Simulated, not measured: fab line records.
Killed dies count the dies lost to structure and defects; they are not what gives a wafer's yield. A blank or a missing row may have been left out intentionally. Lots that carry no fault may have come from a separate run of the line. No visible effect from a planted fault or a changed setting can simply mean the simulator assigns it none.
Matching of chambers :: flow sfq line :: SFQ_TRILAYER_I2_CMP_CMP_064 on cmp-02 has 4 sister chambers
The step polishes SiO2. 14 wafers are shown with their chamber, then 6 later ones without.

## WAFERS WITH THEIR CHAMBER
wafer: L281.1
chamber: 1
motor current A (A): 8.6
time to endpoint s (s): 207

wafer: L281.3
chamber: 3
motor current A (A): 11.3
time to endpoint s (s): 207

wafer: L281.6
chamber: 0
motor current A (A): 9.0
time to endpoint s (s): 224

wafer: L282.1
chamber: 0
motor current A (A): 9.9
time to endpoint s (s): 210

wafer: L282.2
chamber: 2
motor current A (A): 10.0
time to endpoint s (s): 232

wafer: L282.6
chamber: 3
motor current A (A): 11.4
time to endpoint s (s): 228

wafer: L286.2
chamber: 2
motor current A (A): 9.8
time to endpoint s (s): 212

wafer: L286.1
chamber: 0
motor current A (A): 9.9
time to endpoint s (s): 205

wafer: L292.4
chamber: 1
motor current A (A): 8.9
time to endpoint s (s): 205

wafer: L292.2
chamber: 3
motor current A (A): 11.7
time to endpoint s (s): 209

wafer: L292.6
chamber: 1
motor current A (A): 9.6
time to endpoint s (s): 209

wafer: L294.1
chamber: 2
motor current A (A): 10.5
time to endpoint s (s): 221

wafer: L294.4
chamber: 1
motor current A (A): 8.5
time to endpoint s (s): 206

wafer: L294.5
chamber: 3
motor current A (A): 11.5
time to endpoint s (s): 215

SIGNATURES (means of the wafers above)
reading: motor current A
chamber 0: 9.600
chamber 1: 8.900
chamber 2: 10.100
chamber 3: 11.475
scatter within a chamber: 0.403

reading: time to endpoint s
chamber 0: 213.00
chamber 1: 206.75
chamber 2: 221.67
chamber 3: 214.75
scatter within a chamber: 8.2
Rule: a wafer's distance from a chamber is the root of the sum, over the readings, of the square of ((its reading less the chamber's mean) divided by the reading's scatter). The wafer belongs to the nearest chamber; if the next one is less than 2 further off, it can't be placed. The scatter: the root of (the sum of the squares of (reading less its chamber's mean) over the shown wafers, divided by (wafers less chambers)).

## WAFERS WITHOUT THEIR CHAMBER
wafer: L298.1
motor current A (A): 11.4
time to endpoint s (s): 222

wafer: L298.2
motor current A (A): 10.1
time to endpoint s (s): 212

wafer: L298.5
motor current A (A): 8.9
time to endpoint s (s): 211

wafer: L300.1
motor current A (A): 8.8
time to endpoint s (s): 206

wafer: L300.4
motor current A (A): 9.8
time to endpoint s (s): 226

wafer: L300.5
motor current A (A): 8.7
time to endpoint s (s): 212

## WHICH CHAMBER EACH ONE RAN IN
wafer: L298.1
from the rows above: 3
in truth: 3

wafer: L298.2
from the rows above: can't be placed: 2 or 0 or 1
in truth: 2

wafer: L298.5
from the rows above: can't be placed: 1 or 0
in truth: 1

wafer: L300.1
from the rows above: can't be placed: 1 or 0
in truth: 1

wafer: L300.4
from the rows above: can't be placed: 2 or 0
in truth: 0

wafer: L300.5
from the rows above: can't be placed: 1 or 0
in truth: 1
Correct placement for 1 of the 6. From these rows, 5 cannot be placed; in 5 the true chamber is one of the candidates. Number placed wrongly: 0.
